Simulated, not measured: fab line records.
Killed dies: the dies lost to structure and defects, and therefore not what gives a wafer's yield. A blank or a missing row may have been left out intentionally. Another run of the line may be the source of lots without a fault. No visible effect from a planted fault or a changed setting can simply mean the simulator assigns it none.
Comparing a struck lot with a sound one / flow gf180mcu / 14 steps out of a route of 602
Sound: wafers L689.2, L689.3, L689.4. Struck: wafer L705.3. (L705.2, L705.4 of the same lot were not struck and are left out.) The cause comes at the end.
Order at every step that has rows: each side's tool, ch and its chambers, its first start. Under that, the readings that differ: sound wafers / struck wafers / difference of the means / sigmas: that difference in standard deviations of wafers without a fault.
alike: a reading whose means differ by less than 2 such deviations, as well as words and numbers matching on both sides. not compared: withheld readings; readings where some wafer has no value; bounds like >300 that might hide an equal value; numbers whose values overlap and for which the record gives no deviation.
The two part at a step that has a row with sigmas, a row that says differs or no value, or rows on one side only. Numbers that have no deviation but don't overlap get no sigmas and don't part them. Lack of a reading on every wafer of one side parts them only where that side has two or more wafers.

first, 3 steps without rows for these wafers: GF_V2_EXPOSE_11 (exposes mask Via2, target cd 260 nm); GF_V2_PEB_12 (peb time 90 s); GF_V2_DEVELOP_13 (develop time 60 s).
GF_V2_CD_MEAS_14: target cd 260 nm.
  struck on cdSem-02, day 26 06:05; sound on cdSem-02, day 20 16:51
  alike: cdNm
GF_V2_OVL_MEAS_15:
  struck on overlay-01, day 26 06:11; sound on overlay-01, day 20 16:57
  alike: V2_OVL
GF_V2_ETCH_16: etches BARC in N2/H2.
  sound on rieDiel-04 ch 0,2,3, day 20 16:59; struck on rieDiel-01 ch 2, day 26 06:13
  alike: drypumpMotorCurrentA, oesProductAu, throttleValvePct
GF_V2_ETCH_17: etches SiO2 in C4F8/O2/Ar, stops on TiN, target depth 630 nm.
  sound on rieDiel-04 ch 0,2,3; struck on rieDiel-01 ch 2
  alike: oesProductAu
GF_V2_STRIP_18: strips in O2/N2.
  sound on plasmaAsher-01 ch 0,1, day 20 17:07; struck on plasmaAsher-01 ch 0, day 26 06:20
  alike: drypumpMotorCurrentA, heaterPowerW, oesProductAu
  not compared: rfHoursCounterH
then, 2 steps without rows for these wafers: GF_V2_STRIP_19 (strips in post etch residue remover, time 1200 s); GF_V2_CLEAN_20 (cleans in DIW).
GF_V2_SPUTTER_21: material Ti, target thk 15 nm, time 80.02 s.
  struck on pvdSputter-03, day 26 06:55; sound on pvdSputter-03, day 20 17:41
  alike: throttleValvePct
GF_V2_SPUTTER_22: material TiN, target thk 10 nm, time 40 s.
  struck on pvdSputter-03, day 26 06:58; sound on pvdSputter-03, day 20 17:44
  alike: throttleValvePct
GF_V2_CVD_23: deposits W, target thk 350 nm, time 104.94 s.
  sound on cvdW-02 ch 0,1, day 20 17:47; struck on cvdW-02 ch 0, day 26 07:01
  alike: heaterPowerOuterW, heaterPowerW
  not compared: model.W_of_V2_CVD_23.thkNm
GF_V2_RS_MEAS_24: uses a four-point probe to measure.
  struck on filmMetro-04, day 26 07:09; sound on filmMetro-02, day 20 17:55
  alike: V2_W_RS

## WHERE THEY PART
Nowhere in this record.

WHY: whatever the simulator had introduced
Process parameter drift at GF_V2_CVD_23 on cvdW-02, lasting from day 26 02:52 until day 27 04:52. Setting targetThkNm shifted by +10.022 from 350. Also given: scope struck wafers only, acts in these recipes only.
